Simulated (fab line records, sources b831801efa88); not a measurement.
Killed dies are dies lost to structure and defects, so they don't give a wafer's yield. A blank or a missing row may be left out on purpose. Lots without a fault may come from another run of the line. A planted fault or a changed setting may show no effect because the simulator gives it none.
fab line records | flow sky130
record lots=15 wafers=45 last_day=50
route steps=708 shown PWDE@55 VT_ADJUST_NCORE@126 POLY_GATE@231 SPACER@306
lots that met no fault: from a run of the same line without faults
start_h: hours from the record's first day to the start of the lot's first wafer shown | wait_h: hours since the lot's step before | " the same as in the row above | L1.1+2: a row that stands for several wafers | - no value, or no start given | * or withheld: withheld | < > ~ a bound
route shown NAME@n: a module of which the file shows steps, and the number in the route of the first | usual: mean/standard deviation of fault-free wafers | same: alike in all rows | chamber/n: place in a boat | sites: the reading at each site | _std_site: their standard deviation | _edge_site: outer sites' mean less inner sites' | radius_mm: how far each site lies from the wafer's centre | mask NAME#n: copy n | behind: the tool/chamber that last shaped the wafer | hold: why the lot was held/for how many hours/how that ended | device: the transistor (n, p or np) that didn't switch | end of line: the same wafers' tests at the end of the route | a step without rows: its recipe alone | killed: dies lost to structure and defects at the first sort, not the wafer's yield | map: a wafer's dies, x killed, . not, _ none there
set.NAME: the setting as run; set.NAME@STEP: as run at that earlier step | model.NAME: the simulator's own value behind a step, which no gauge read
steps of the route over a sample of lots; a table a step, a row a wafer
services: from which hour (start_h, from the record's first day; less than 0 if before it) a tool's chamber was out of use, for how many hours, and why
## steps
# step SKY_PWDE_TW_MEAS_10
# usual PWDE_TW=372/4
# columns lot.wafer tool chamber start_h wait_h PWDE_TW
L202.1 film_metro-03 - 75.70 0.1 373
L202.5 " - " " 375
L202.6 " - " " 376
L203.1 film_metro-03 - 81.80 0.1 373
L203.3 " - " " 374
L203.5 " - " " 375
L205.2 film_metro-04 - 99.49 0.1 366
L205.5 " - " " 366
L205.6 " - " " 367
L207.2 film_metro-03 - 102.96 0.1 372
L207.3 " - " " 374
L207.6 " - " " 373
L208.2 film_metro-04 - 110.66 0.1 369
L208.5 " - " " 368
L208.6 " - " " 370
L209.3 film_metro-01 - 116.22 0.1 377
L209.5 " - " " 379
L209.6 " - " " 377
L210.2 film_metro-03 - 120.46 0.1 371
L210.5 " - " " 374
L210.6 " - " " 375
L212.2 film_metro-04 - 128.86 0.1 366
L212.3 " - " " 365
L212.6 " - " " 364
L213.1 film_metro-04 - 136.50 0.1 363
L213.2 " - " " 364
L213.3 " - " " 364
L214.1 film_metro-03 - 148.15 0.1 374
L214.3 " - " " 376
L214.6 " - " " 376
L219.3 film_metro-03 - 171.92 0.1 375
L219.4 " - " " 375
L219.5 " - " " 375
L221.3 film_metro-01 - 180.72 0.1 373
L221.5 " - " " 375
L221.6 " - " " 375
L222.2 film_metro-04 - 187.71 0.1 367
L222.4 " - " " 368
L222.5 " - " " 369
L223.4 film_metro-03 - 197.13 0.1 374
L223.5 " - " " 373
L223.6 " - " " 374
L224.1 film_metro-03 - 203.90 0.1 375
L224.5 " - " " 374
L224.6 " - " " 376
# step SKY_VT_ADJUST_NCORE_CD_MEAS_07
# recipe target_cd_nm=380
# usual cd_nm=379.4/2.9
# columns lot.wafer tool chamber start_h wait_h cd_nm
L202.1 cd_sem-01 - 193.72 0.1 381.9
L202.5 " - " " 381.5
L202.6 " - " " 381.9
L203.1 cd_sem-01 - 201.06 0.1 379.1
L203.3 " - " " 378.0
L203.5 " - " " 373.5
L205.2 cd_sem-02 - 221.13 0.1 380.2
L205.5 " - " " 383.1
L205.6 " - " " 379.9
L207.2 cd_sem-01 - 226.08 0.1 378.0
L207.3 " - " " 380.6
L207.6 " - " " 381.3
L208.2 cd_sem-01 - 233.93 0.1 378.7
L208.5 " - " " 377.1
L208.6 " - " " 378.5
L209.3 cd_sem-02 - 240.35 0.1 386.1
L209.5 " - " " 383.1
L209.6 " - " " 382.3
L210.2 cd_sem-01 - 245.03 0.1 378.0
L210.5 " - " " 378.3
L210.6 " - " " 377.2
L212.2 cd_sem-02 - 254.63 0.1 381.4
L212.3 " - " " 383.8
L212.6 " - " " 382.6
L213.1 cd_sem-02 - 265.26 0.1 385.4
L213.2 " - " " 383.3
L213.3 " - " " 385.9
L214.1 cd_sem-01 - 277.86 0.1 378.5
L214.3 " - " " 378.0
L214.6 " - " " 377.1
L219.3 cd_sem-01 - 308.11 0.1 377.5
L219.4 " - " " 376.8
L219.5 " - " " 375.6
L221.3 cd_sem-02 - 320.85 0.1 379.0
L221.5 " - " " 380.3
L221.6 " - " " 379.7
L222.2 cd_sem-02 - 328.48 0.1 383.0
L222.4 " - " " 380.7
L222.5 " - " " 382.1
L223.4 cd_sem-02 - 339.28 0.1 379.9
L223.5 " - " " 376.0
L223.6 " - " " 380.4
L224.1 cd_sem-01 - 349.91 0.1 380.1
L224.5 " - " " 381.7
L224.6 " - " " 378.2
# step SKY_POLY_GATE_ETCH_17
# recipe target_depth_nm=180 stop_on=SiO2 over_etch_frac=0.56667 chemistry=HBr/Cl2 target=poly-Si icp_w=400 bias_w=100 pressure_mtorr=10 HBr_flow_sccm=150 Cl2_flow_sccm=50 time_s=70.5
# usual HBr_flow_sccm=150.0/0.45 bias_w=100.0/0.3 drypump_motor_current_A=5.9/0.52 oes_product_au=0.986/0.009 rf_fwd_power_W=396.7/1.9 throttle_valve_pct=33.684/0.0093
# columns lot.wafer tool chamber start_h wait_h HBr_flow_sccm bias_w drypump_motor_current_A oes_product_au rf_fwd_power_W rf_hours_counter_h throttle_valve_pct
L202.1 rie_si-01 3 380.93 0.0 149.4 100.3 6.7 0.986 396.1 1 33.686
L202.5 " 1 " " 149.5 100.3 5.5 0.992 395.4 - 33.678
L202.6 " 0 " " 150.2 100.3 5.7 0.982 397.9 - 33.679
L203.1 rie_si-02 2 389.18 0.0 149.8 99.7 5.4 0.994 395.6 20 33.678
L203.3 " 3 " " 150.0 99.8 6.1 0.989 396.8 3 33.696
L203.5 " 0 " " 150.8 100.1 6.3 0.996 397.5 - 33.673
L205.2 rie_si-01 1 416.05 0.0 150.0 99.7 5.5 0.984 393.8 22 33.701
L205.5 " 2 " " 150.0 100.0 5.0 0.977 397.6 - 33.680
L205.6 " 1 " " 149.9 99.9 5.5 0.993 393.8 - 33.671
L207.2 rie_si-02 3 422.00 0.0 150.2 99.6 6.1 0.992 394.9 4 33.693
L207.3 " 1 " " 149.5 99.5 6.2 0.987 395.4 3 33.672
L207.6 " 3 " " 149.7 100.4 6.1 0.985 395.5 - 33.683
L208.2 rie_si-01 0 432.58 0.0 149.9 100.1 5.8 0.980 396.6 26 33.673
L208.5 " 3 " " 150.4 99.8 6.6 0.987 400.3 - 33.689
L208.6 " 0 " " 150.1 100.1 5.7 0.985 397.7 - 33.687
L209.3 rie_si-02 0 443.60 0.0 149.5 100.0 6.3 0.991 396.6 9 33.682
L209.5 " 0 " " 149.9 100.3 6.3 0.989 397.1 - 33.687
L209.6 " 3 " " 150.2 99.5 6.1 0.990 395.4 - 33.681
L210.2 rie_si-01 1 452.33 0.0 150.1 99.7 5.5 0.977 393.7 23 33.686
L210.5 " 1 " " 150.5 99.9 5.5 0.981 393.6 - 33.687
L210.6 " 0 " " 150.2 100.1 5.7 0.977 397.0 - 33.674
L212.2 rie_si-02 1 466.25 0.0 149.5 99.7 6.2 0.995 399.1 3 33.691
L212.3 " 3 " " 150.4 100.3 6.1 0.993 395.3 4 33.693
L212.6 " 1 " " 149.6 99.3 6.2 0.998 398.5 - 33.687
L213.1 rie_si-01 2 473.15 0.0 150.2 100.1 5.0 0.980 398.2 4 33.688
L213.2 " 3 " " 149.2 100.0 6.6 0.993 398.9 2 33.684
L213.3 " 1 " " 150.4 100.4 5.5 0.992 392.6 23 33.676
L214.1 rie_si-02 0 493.30 0.0 149.6 99.9 6.2 0.992 396.3 10 33.668
L214.3 " 1 " " 149.3 100.4 6.2 1.000 398.8 3 33.687
L214.6 " 3 " " 150.3 99.7 6.1 1.007 395.8 - 33.701
L219.3 rie_si-01 0 528.58 0.0 150.4 100.3 5.7 0.984 396.2 27 33.684
L219.4 " 3 " " 149.8 100.2 6.7 0.981 397.2 2 33.690
L219.5 " 2 " " 150.2 100.1 5.0 0.974 397.3 - 33.697
L221.3 rie_si-01 3 541.10 0.0 - - - - - - -
L221.5 " 3 " " - - - - - - -
L221.6 " 2 " " - - - - - - -
L222.2 rie_si-02 1 551.45 0.0 - - - - - - -
L222.4 " 3 " " - - - - - - -
L222.5 " 0 " " - - - - - - -
L223.4 rie_si-01 0 562.33 0.0 - - - - - - -
L223.5 " 1 " " - - - - - - -
L223.6 " 2 " " - - - - - - -
L224.1 rie_si-02 3 574.60 0.0 149.1 100.1 6.1 0.993 396.8 4 33.690
L224.5 " 1 " " 149.5 99.9 6.2 0.991 400.5 - 33.679
L224.6 " 0 " " 149.8 99.9 6.2 0.985 395.5 - 33.680
# step SKY_POLY_GATE_STRIP_18
# recipe chemistry=O2/N2 power_w=1400 pressure_mtorr=1500 platen_temp_c=withheld o2_flow_sccm=3000 n2_flow_sccm=300 overash_fraction=0.5
# usual drypump_motor_current_A=5.8/0.43 oes_product_au=0.360/0.0054 strip_time_to_endpoint_s=3.15/0.062
# columns lot.wafer tool chamber start_h wait_h drypump_motor_current_A oes_product_au rf_hours_counter_h strip_time_to_endpoint_s
L202.1 plasma_asher-01 1 380.99 0.0 5.2 0.359 24 3.10
L202.5 " 0 " " 5.9 0.358 - 3.12
L202.6 " 1 " " 5.2 0.367 - 3.20
L203.1 plasma_asher-02 0 389.24 0.0 6.8 0.351 74 3.13
L203.3 " 0 " " 6.8 0.362 - 3.18
L203.5 " 1 " " 5.8 0.359 - 3.19
L205.2 plasma_asher-01 1 416.10 0.0 5.2 0.368 28 3.20
L205.5 " 1 " " 5.2 0.367 - 3.22
L205.6 " 0 " " 5.9 0.362 - 3.19
L207.2 plasma_asher-03 1 422.05 0.0 5.7 0.350 62 3.04
L207.3 " 1 " " 5.7 0.357 - 3.17
L207.6 " 0 " " 5.7 0.351 - 3.03
L208.2 plasma_asher-03 1 432.64 0.0 5.7 0.360 63 3.19
L208.5 " 0 " " 5.7 0.366 - 3.17
L208.6 " 1 " " 5.7 0.362 - 3.26
L209.3 plasma_asher-03 0 443.69 0.1 5.7 0.364 - 3.22
L209.5 " 0 " " 5.7 0.364 - 3.23
L209.6 " 1 " " 5.7 0.358 - 3.16
L210.2 plasma_asher-01 0 452.39 0.0 5.9 0.356 32 3.09
L210.5 " 1 " " 5.2 0.356 - 3.09
L210.6 " 0 " " 5.9 0.360 - 3.09
L212.2 plasma_asher-03 1 466.30 0.0 5.7 0.362 67 3.09
L212.3 " 0 " " 5.7 0.359 - 3.19
L212.6 " 0 " " 5.7 0.357 - 3.20
L213.1 plasma_asher-02 1 473.21 0.0 5.8 0.348 3 3.13
L213.2 " 0 " " 6.8 0.361 3 3.20
L213.3 " 0 " " 6.8 0.355 - 3.08
L214.1 plasma_asher-03 1 493.35 0.0 5.7 0.358 69 3.21
L214.3 " 0 " " 5.7 0.369 - 3.21
L214.6 " 0 " " 5.7 0.355 - 3.07
L219.3 plasma_asher-01 0 528.67 0.1 5.9 0.360 - 3.15
L219.4 " 1 " " 5.2 0.358 - 3.23
L219.5 " 0 " " 5.9 0.360 - 3.17
L221.3 plasma_asher-02 1 541.19 0.1 5.7 0.400 - 4.14
L221.5 " 1 " " 5.7 0.400 - 4.12
L221.6 " 0 " " 6.9 0.396 - 4.11
L222.2 plasma_asher-01 1 551.50 0.0 5.2 0.411 42 4.18
L222.4 " 0 " " 5.9 0.408 - 4.18
L222.5 " 0 " " 5.9 0.409 - 4.23
L223.4 plasma_asher-02 0 562.42 0.1 6.8 0.397 - 4.12
L223.5 " 1 " " 5.7 0.400 - 4.19
L223.6 " 0 " " 6.8 0.400 - 4.11
L224.1 plasma_asher-01 0 574.66 0.0 5.9 0.357 45 3.22
L224.5 " 0 " " 5.9 0.369 - 3.22
L224.6 " 1 " " 5.2 0.354 - 3.10
# step SKY_SPACER_ETCHBACK_02
# recipe chemistry=CH3F/O2 target=Si3N4 stop_on=SiO2 source_w=400 bias_w=80 pressure_mtorr=25 ch3f_flow_sccm=40 O2_flow_sccm=30 time_s=46.7 target_depth_a=450
# usual O2_flow_sccm=30.02/0.085 drypump_motor_current_A=5.7/0.45 oes_product_au=0.857/0.0057 rf_fwd_power_W=395.6/1.8 throttle_valve_pct=10.563/0.009
# columns lot.wafer tool chamber start_h wait_h O2_flow_sccm drypump_motor_current_A oes_product_au rf_fwd_power_W rf_hours_counter_h throttle_valve_pct
L202.1 rie_diel-01 1 538.47 0.1 30.00 5.3 0.849 394.5 6 10.556
L202.5 " 3 " " 30.07 5.0 0.859 396.1 - 10.556
L202.6 " 2 " " 30.16 6.2 0.849 397.1 - 10.549
L203.1 rie_diel-01 0 547.98 0.1 30.11 5.4 0.860 398.2 3 10.566
L203.3 " 3 " " 29.96 4.9 0.862 396.3 4 10.562
L203.5 " 2 " " 29.93 6.2 0.866 399.3 - 10.556
L205.2 rie_diel-03 0 575.15 0.0 29.99 5.1 0.857 394.7 34 10.568
L205.5 " 2 " " 30.18 6.2 0.862 394.9 - 10.557
L205.6 " 1 " " 30.01 6.1 0.861 396.2 - 10.561
L207.2 rie_diel-03 1 580.43 0.0 29.91 6.1 0.849 394.3 5 10.568
L207.3 " 3 " " 29.97 6.1 0.856 394.5 35 10.561
L207.6 " 2 " " 29.94 6.2 0.850 395.4 - 10.563
L208.2 rie_diel-04 0 590.28 0.0 29.94 6.0 0.854 393.4 1 10.550
L208.5 " 3 " " 30.06 6.1 0.862 394.4 - 10.562
L208.6 " 0 " " 30.00 6.0 0.852 395.2 - 10.566
L209.3 rie_diel-03 0 601.08 0.0 30.13 5.1 0.851 394.8 34 10.558
L209.5 " 2 " " 29.95 6.1 0.846 394.4 - 10.572
L209.6 " 3 " " 30.00 6.1 0.854 397.6 - 10.560
L210.2 rie_diel-01 3 609.88 0.0 29.93 5.0 0.854 396.4 5 10.551
L210.5 " 2 " " 30.02 6.2 0.855 395.6 - 10.554
L210.6 " 1 " " 30.04 5.3 0.855 395.7 - 10.549
L212.2 rie_diel-04 0 622.94 0.0 30.06 6.0 0.860 391.6 2 10.572
L212.3 " 2 " " 30.04 5.2 0.860 392.9 29 10.562
L212.6 " 2 " " 30.04 5.2 0.856 393.9 - 10.572
L213.1 rie_diel-03 3 629.33 0.1 30.06 6.1 0.867 396.9 37 10.575
L213.2 " 2 " " 30.01 6.2 0.863 394.9 48 10.582
L213.3 " 1 " " 29.91 6.1 0.856 398.9 6 10.582
L214.1 rie_diel-03 0 673.04 0.1 30.02 5.1 0.857 395.0 36 10.577
L214.3 " 1 " " 30.04 6.1 0.856 397.2 7 10.570
L214.6 " 1 " " 29.91 6.1 0.852 397.1 - 10.556
L219.3 rie_diel-01 0 678.83 0.0 29.87 5.4 0.862 397.5 6 10.566
L219.4 " 2 " " 30.06 6.2 0.851 397.4 13 10.581
L219.5 " 3 " " 29.86 4.9 0.860 395.8 - 10.569
L221.3 rie_diel-01 3 690.79 0.0 29.90 4.9 0.860 393.5 6 10.574
L221.5 " 3 " " 29.94 5.0 0.856 392.9 - 10.551
L221.6 " 2 " " 30.01 6.2 0.853 398.5 - 10.561
L222.2 rie_diel-04 0 699.68 0.0 30.15 6.0 0.862 392.8 3 10.567
L222.4 " 2 " " 30.11 5.2 0.854 392.6 31 10.559
L222.5 " 1 " " 29.89 5.8 0.850 397.6 - 10.564
L223.4 rie_diel-04 1 710.48 0.0 29.88 5.8 0.848 396.5 3 10.567
L223.5 " 3 " " 29.99 6.1 0.860 396.7 - 10.559
L223.6 " 2 " " 29.90 5.2 0.849 392.1 - 10.555
L224.1 rie_diel-04 2 721.69 0.1 29.93 5.2 0.845 391.9 32 10.577
L224.5 " 2 " " 30.07 5.2 0.855 393.2 - 10.570
L224.6 " 1 " " 30.01 5.7 0.849 396.1 - 10.564
## services
# columns tool chamber start_h hours kind
plasma_asher-03 - 360.61 0.7 repair
rie_si-02 - 398.26 14.6 pm
rie_si-01 - 398.74 0.7 repair
rie_diel-04 2 403.14 5.7 repair
rie_diel-03 3 403.98 10.1 repair
rie_diel-03 1 409.76 4.0 repair
rie_diel-01 3 443.56 5.4 repair
rie_diel-01 2 444.97 6.0 repair
rie_si-01 0 456.08 19.7 repair
rie_diel-04 2 457.73 14.1 repair
rie_diel-04 0 468.29 5.0 repair
rie_diel-04 0 477.08 2.4 repair
rie_diel-04 - 486.76 0.9 repair
rie_si-02 2 488.82 3.9 repair
rie_diel-01 3 492.91 6.6 repair
rie_diel-03 1 502.57 5.8 repair
plasma_asher-01 - 521.06 1.4 repair
rie_si-01 2 521.48 4.1 repair
plasma_asher-03 - 532.04 1.2 repair
rie_si-02 1 576.05 7.5 repair
rie_si-01 2 585.31 1.4 repair
rie_si-01 2 601.94 1.5 repair
rie_si-01 3 614.51 4.8 repair
rie_si-02 - 673.69 8.0 repair
## key
first_sign step=SKY_POLY_GATE_ETCH_17 reading=tool_record direction=missing
effect step=SKY_POLY_GATE_STRIP_18 reading=strip_time_to_endpoint_s direction=up sigmas=16 usual=* struck=*
met_at SKY_POLY_GATE_ETCH_17
struck_lots L221,L222,L223
later_rows_left_out L221.3,L221.5,L221.6,L222.2,L222.4,L222.5,L223.4,L223.5,L223.6
sort_left_out L221.3,L221.5,L221.6,L222.2,L222.4,L222.5,L223.4,L223.5,L223.6
tester_left_out L221,L222,L223
not_acting_at SKY_PWDE_TW_MEAS_10,SKY_VT_ADJUST_NCORE_CD_MEAS_07,SKY_SPACER_ETCHBACK_02
onset_between 528.58 541.10
fault kind=skipped_step_whole tool=rie_si-01,rie_si-02 chamber=- onset_h=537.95 steps=SKY_POLY_GATE_ETCH_17 scope=struck_lots_only
# tester_left_out: of these lots the tester's yield and bins aren't shown, on N5 and GAA mostly nor the transistor test; their killed dies are dies lost to structure and defects alone, not to doping, threshold or leakage, so they don't give the yield
# sort_left_out: the simulated sort isn't trusted on such a fault, so these wafers' sort isn't shown, and their yield isn't known
# later_rows_left_out: the simulator's readings of these wafers behind a module that went badly wrong aren't trusted and aren't shown, but for the sort
